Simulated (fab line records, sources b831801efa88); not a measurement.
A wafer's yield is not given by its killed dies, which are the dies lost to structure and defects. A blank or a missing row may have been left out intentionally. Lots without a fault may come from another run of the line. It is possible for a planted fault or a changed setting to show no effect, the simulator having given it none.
Matching of chambers    flow gf180mcu    GF_V3_CMP_04 on cmp-02 has 4 sister chambers
The step polishes SiO2. 4 wafers are shown with their chamber, then 7 later ones without.

WAFERS WITH THEIR CHAMBER
wafer   chamber  motorCurrentA (A)
L182.6  1        11.4
L185.1  2        10.9
L191.1  0        12.7
L191.2  3        13.8

WAFERS WHOSE CHAMBER IS MISSING
wafer   motorCurrentA (A)
L191.5  13.8
L197.3  13.4
L197.5  12.3
L197.6  13.1
L198.2  14.1
L198.4  10.9
L198.5  10.2

EACH ONE'S CHAMBER
wafer   from the rows above      in truth
L191.5  3                        3
L197.3  can't be placed: 3 or 0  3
L197.5  can't be placed: 0 or 1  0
L197.6  can't be placed: 0 or 3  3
L198.2  3                        3
L198.4  can't be placed: 2 or 1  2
L198.5  can't be placed: 2 or 1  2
Correct placement for 2 of the 7. Unplaceable from these rows: 5, with the true chamber sitting among the candidates in 5. Placed wrongly: 0.
How it was worked out, from the rows above alone: a wafer's distance from a chamber is the root of the sum, over the readings, of the square of ((its reading less the chamber's mean) divided by the reading's scatter). The wafer belongs to the nearest chamber; if the next one is less than 2 further off, it can't be placed. A chamber's mean is the mean of its shown wafers. The scatter: with one shown wafer a chamber, the root of the mean of the squares of how far each hidden wafer lies from its nearest shown one.
